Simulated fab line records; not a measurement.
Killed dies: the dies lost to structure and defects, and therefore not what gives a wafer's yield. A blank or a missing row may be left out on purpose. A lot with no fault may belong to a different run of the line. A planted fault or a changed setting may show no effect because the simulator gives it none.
Commonality check across tools || flow gf180mcu || Sampled: 13 lots, 39 wafers

## WHY IT WAS OPENED
3 of 13 lots carry a flag on the reading HV_LDD_4_TW at GF_HV_LDD_TW_MEAS_50. No-fault wafers: 567, standard deviation 8.1.
Rule: a lot is flagged when every wafer of it that has a number lies more than 4 standard deviations from that mean, or none has a number. All remaining lots are regarded as sound.

{"lot": "L505", "measured": "day 12 15:59", "on": "film_metro-02", "HV_LDD_4_TW, wafer by wafer": "578 578 578", "flag": ""}
{"lot": "L507", "measured": "day 13 06:47", "on": "film_metro-04", "HV_LDD_4_TW, wafer by wafer": "559 564 561", "flag": ""}
{"lot": "L508", "measured": "day 13 10:49", "on": "film_metro-04", "HV_LDD_4_TW, wafer by wafer": "560 558 561", "flag": ""}
{"lot": "L509", "measured": "day 13 21:47", "on": "film_metro-04", "HV_LDD_4_TW, wafer by wafer": "557 559 557", "flag": ""}
{"lot": "L510", "measured": "day 14 03:09", "on": "film_metro-02", "HV_LDD_4_TW, wafer by wafer": "576 579 578", "flag": ""}
{"lot": "L514", "measured": "day 15 06:58", "on": "film_metro-04", "HV_LDD_4_TW, wafer by wafer": "501 499 501", "flag": "FLAGGED"}
{"lot": "L515", "measured": "day 15 19:05", "on": "film_metro-03", "HV_LDD_4_TW, wafer by wafer": "515 516 517", "flag": "FLAGGED"}
{"lot": "L516", "measured": "day 16 00:05", "on": "film_metro-04", "HV_LDD_4_TW, wafer by wafer": "507 507 505", "flag": "FLAGGED"}
{"lot": "L523", "measured": "day 18 10:56", "on": "film_metro-04", "HV_LDD_4_TW, wafer by wafer": "558 560 561", "flag": ""}
{"lot": "L524", "measured": "day 18 19:29", "on": "film_metro-02", "HV_LDD_4_TW, wafer by wafer": "577 578 578", "flag": ""}
{"lot": "L525", "measured": "day 19 00:26", "on": "film_metro-03", "HV_LDD_4_TW, wafer by wafer": "580 577 580", "flag": ""}
{"lot": "L526", "measured": "day 19 09:37", "on": "film_metro-02", "HV_LDD_4_TW, wafer by wafer": "576 576 575", "flag": ""}
{"lot": "L527", "measured": "day 20 06:23", "on": "film_metro-02", "HV_LDD_4_TW, wafer by wafer": "571 572 572", "flag": ""}
On average the flagged lots' numbers are 508, which is -59 against the usual, or -7 standard deviations.

## WHICH TOOL EACH LOT WENT THROUGH
The record keeps 1 process step preceding the reading, out of 602 steps on the route. In each cell: the tool, then ch and the chambers that the sampled wafers went through, then the start.
{"lot": "L505", "flag": "", "GF_HV_LDD_IMPLANT_48": "implanter-02 ch 0, day 12 15:44"}
{"lot": "L507", "flag": "", "GF_HV_LDD_IMPLANT_48": "implanter-03 ch 0, day 13 06:32"}
{"lot": "L508", "flag": "", "GF_HV_LDD_IMPLANT_48": "implanter-03 ch 0, day 13 10:34"}
{"lot": "L509", "flag": "", "GF_HV_LDD_IMPLANT_48": "implanter-04 ch 0, day 13 21:34"}
{"lot": "L510", "flag": "", "GF_HV_LDD_IMPLANT_48": "implanter-03 ch 0, day 14 02:55"}
{"lot": "L514", "flag": "FLAGGED", "GF_HV_LDD_IMPLANT_48": "implanter-03 ch 0, day 15 06:46"}
{"lot": "L515", "flag": "FLAGGED", "GF_HV_LDD_IMPLANT_48": "implanter-03 ch 0, day 15 18:50"}
{"lot": "L516", "flag": "FLAGGED", "GF_HV_LDD_IMPLANT_48": "implanter-03 ch 0, day 15 23:50"}
{"lot": "L523", "flag": "", "GF_HV_LDD_IMPLANT_48": "implanter-02 ch 0, day 18 10:41"}
{"lot": "L524", "flag": "", "GF_HV_LDD_IMPLANT_48": "implanter-03 ch 0, day 18 19:16"}
{"lot": "L525", "flag": "", "GF_HV_LDD_IMPLANT_48": "implanter-02 ch 0, day 19 00:11"}
{"lot": "L526", "flag": "", "GF_HV_LDD_IMPLANT_48": "implanter-03 ch 0, day 19 09:23"}
{"lot": "L527", "flag": "", "GF_HV_LDD_IMPLANT_48": "implanter-02 ch 0, day 20 06:08"}
What the steps here do:
- GF_HV_LDD_IMPLANT_48
- GF_HV_LDD_TW_MEAS_50

## FLAGGED OVER TOTAL, TOOL BY TOOL (the gauges that took the reading come last)
{"step": "GF_HV_LDD_IMPLANT_48", "tool": "implanter-02", "lots run": 4, "flagged": 0, "share of the flagged lots": "none", "sound lots run after its first flagged lot": "-"}
{"step": "GF_HV_LDD_IMPLANT_48", "tool": "implanter-03", "lots run": 8, "flagged": 3, "share of the flagged lots": "all", "sound lots run after its first flagged lot": "2 (L524,L526)"}
{"step": "GF_HV_LDD_IMPLANT_48", "tool": "implanter-04", "lots run": 1, "flagged": 0, "share of the flagged lots": "none", "sound lots run after its first flagged lot": "-"}
{"step": "GF_HV_LDD_TW_MEAS_50", "tool": "film_metro-02", "lots run": 5, "flagged": 0, "share of the flagged lots": "none", "sound lots run after its first flagged lot": "-"}
{"step": "GF_HV_LDD_TW_MEAS_50", "tool": "film_metro-03", "lots run": 2, "flagged": 1, "share of the flagged lots": "some", "sound lots run after its first flagged lot": "1 (L525)"}
{"step": "GF_HV_LDD_TW_MEAS_50", "tool": "film_metro-04", "lots run": 6, "flagged": 2, "share of the flagged lots": "some", "sound lots run after its first flagged lot": "1 (L523)"}

## THE TABLE: WHAT IT ALLOWS
All flagged lots share 1 row of the table, namely implanter-03 at GF_HV_LDD_IMPLANT_48.
- implanter-03 at GF_HV_LDD_IMPLANT_48: 3 of its 8 lots flagged. Lots that were sound ran on it after the first flagged one (L524, L526); a persistent fault on the entire tool would not allow that. Its own readings (tilt_deg) fall more than 4 standard deviations out on all wafers of the flagged lots.
None of the table's rows ran every flagged lot and, after the first, no sound lot.

## WHAT THE SIMULATOR HAD PUT IN
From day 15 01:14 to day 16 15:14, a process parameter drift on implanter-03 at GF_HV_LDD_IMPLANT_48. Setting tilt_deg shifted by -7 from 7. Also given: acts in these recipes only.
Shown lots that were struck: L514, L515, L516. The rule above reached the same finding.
